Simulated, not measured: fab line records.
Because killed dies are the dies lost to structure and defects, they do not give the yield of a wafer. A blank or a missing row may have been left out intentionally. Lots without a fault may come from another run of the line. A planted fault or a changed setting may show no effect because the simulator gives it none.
Matching of chambers + flow gf180mcu + 3 sister chambers for GF_V5_CVD_02 on pecvd-01
The step deposits SiO2 from TEOS, target thk 1450 nm, time 163.28 s. 18 wafers are shown with their chamber, then 9 later ones without.

EACH WAFER AND ITS CHAMBER
| wafer  | chamber | heater-power-w (W) | susceptor-temp-C (C) |
|--------|---------|--------------------|----------------------|
| L519.2 | 0       | 1010               | 399.54               |
| L519.3 | 1       | 579                | 400.13               |
| L519.5 | 0       | 1080               | 400.24               |
| L520.1 | 2       | 626                | 400.36               |
| L520.2 | 1       | 596                | 399.92               |
| L520.4 | 1       | 682                | 399.57               |
| L525.1 | 2       | 547                | 400.05               |
| L525.2 | 0       | 1075               | 400.33               |
| L525.3 | 1       | 619                | 400.11               |
| L526.1 | 1       | 650                | 400.05               |
| L526.3 | 0       | 992                | 400.01               |
| L526.4 | 2       | 642                | 399.90               |
| L529.2 | 1       | 540                | 399.82               |
| L529.4 | 0       | 1074               | 399.78               |
| L529.6 | 1       | 655                | 399.80               |
| L538.2 | 0       | 981                | 399.82               |
| L538.3 | 1       | 639                | 400.72               |
| L538.4 | 2       | 509                | 399.80               |

SIGNATURES, as means of the wafers listed above
| reading          | chamber 0 | chamber 1 | chamber 2 | scatter within a chamber |
|------------------|-----------|-----------|-----------|--------------------------|
| heater-power-w   | 1035.33   | 620.00    | 581.00    | 50.1                     |
| susceptor-temp-C | 399.9533  | 400.0150  | 400.0275  | 0.309                    |
Rule: distance of a wafer from a chamber = root of the sum over the readings of ((wafer's reading minus chamber's mean) / reading's scatter) squared. The wafer belongs to the nearest chamber; if the next one is less than 2 further off, it can't be placed. How the scatter is found: for the shown wafers, subtract from each reading the mean of its chamber, square and add these, divide the total by (wafers less chambers), then take the root.

WAFERS MISSING THEIR CHAMBER
| wafer  | heater-power-w (W) | susceptor-temp-C (C) |
|--------|--------------------|----------------------|
| L540.1 | 1060               | 399.94               |
| L540.2 | 535                | 400.21               |
| L540.5 | 656                | 400.24               |
| L541.2 | 562                | 399.67               |
| L541.3 | 1008               | 400.03               |
| L541.4 | 869                | 399.83               |
| L542.1 | 895                | 400.00               |
| L542.3 | 537                | 400.01               |
| L542.4 | 595                | 399.81               |

EACH ONE'S CHAMBER
| wafer  | from the rows above     | in truth |
|--------|-------------------------|----------|
| L540.1 | 0                       | 0        |
| L540.2 | can't be placed: 2 or 1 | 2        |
| L540.5 | can't be placed: 1 or 2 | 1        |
| L541.2 | can't be placed: 2 or 1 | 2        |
| L541.3 | 0                       | 0        |
| L541.4 | can't be placed: 0 or 1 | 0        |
| L542.1 | 0                       | 0        |
| L542.3 | can't be placed: 2 or 1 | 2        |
| L542.4 | can't be placed: 2 or 1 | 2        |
3 of 9 placed correctly. These rows do not allow placing 6 (true chamber among the candidates in 6). Number placed wrongly: 0.
